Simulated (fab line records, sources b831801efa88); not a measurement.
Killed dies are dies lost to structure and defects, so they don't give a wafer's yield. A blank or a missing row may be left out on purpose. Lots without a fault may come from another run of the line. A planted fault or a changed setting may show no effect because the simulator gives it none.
Chamber matching | flow gf180mcu | GF_V3_CMP_26 on cmp-02: 4 sister chambers
The step polishes, stops on SiO2, t overpolish 15 s, target thk 0 nm. 4 wafers are shown with their chamber, then 9 later ones without.

WAFERS WITH THEIR CHAMBER
wafer  | chamber | motor_current_A (A)
L348.3 | 2       | 9.3
L349.6 | 0       | 11.1
L354.2 | 1       | 11.4
L354.6 | 3       | 10.0

WAFERS WITHOUT THEIR CHAMBER
wafer  | motor_current_A (A)
L359.2 | 9.6
L359.3 | 12.1
L359.6 | 10.7
L361.2 | 9.7
L361.3 | 10.3
L361.6 | 9.3
L362.1 | 10.8
L362.2 | 11.7
L362.3 | 10.1

WHICH CHAMBER EACH WENT THROUGH
wafer  | from the rows above          | in truth
L359.2 | can't be placed: 2 or 3      | 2
L359.3 | can't be placed: 1 or 0      | 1
L359.6 | can't be placed: 0 or 3 or 1 | 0
L361.2 | can't be placed: 3 or 2      | 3
L361.3 | can't be placed: 3 or 0 or 2 | 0
L361.6 | can't be placed: 2 or 3      | 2
L362.1 | can't be placed: 0 or 1 or 3 | 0
L362.2 | can't be placed: 1 or 0      | 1
L362.3 | can't be placed: 3 or 2      | 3
Placed correctly: 0 of 9. Can't be placed from these rows: 9 (the true chamber is among the candidates in 9). Placed wrongly: 0.
How it was worked out, from the rows above alone: a wafer's distance from a chamber is the root of the sum, over the readings, of the square of ((its reading less the chamber's mean) divided by the reading's scatter). The wafer belongs to the nearest chamber; if the next one is less than 2 further off, it can't be placed. A chamber's mean is the mean of its shown wafers. The scatter: with one shown wafer a chamber, the root of the mean of the squares of how far each hidden wafer lies from its nearest shown one.
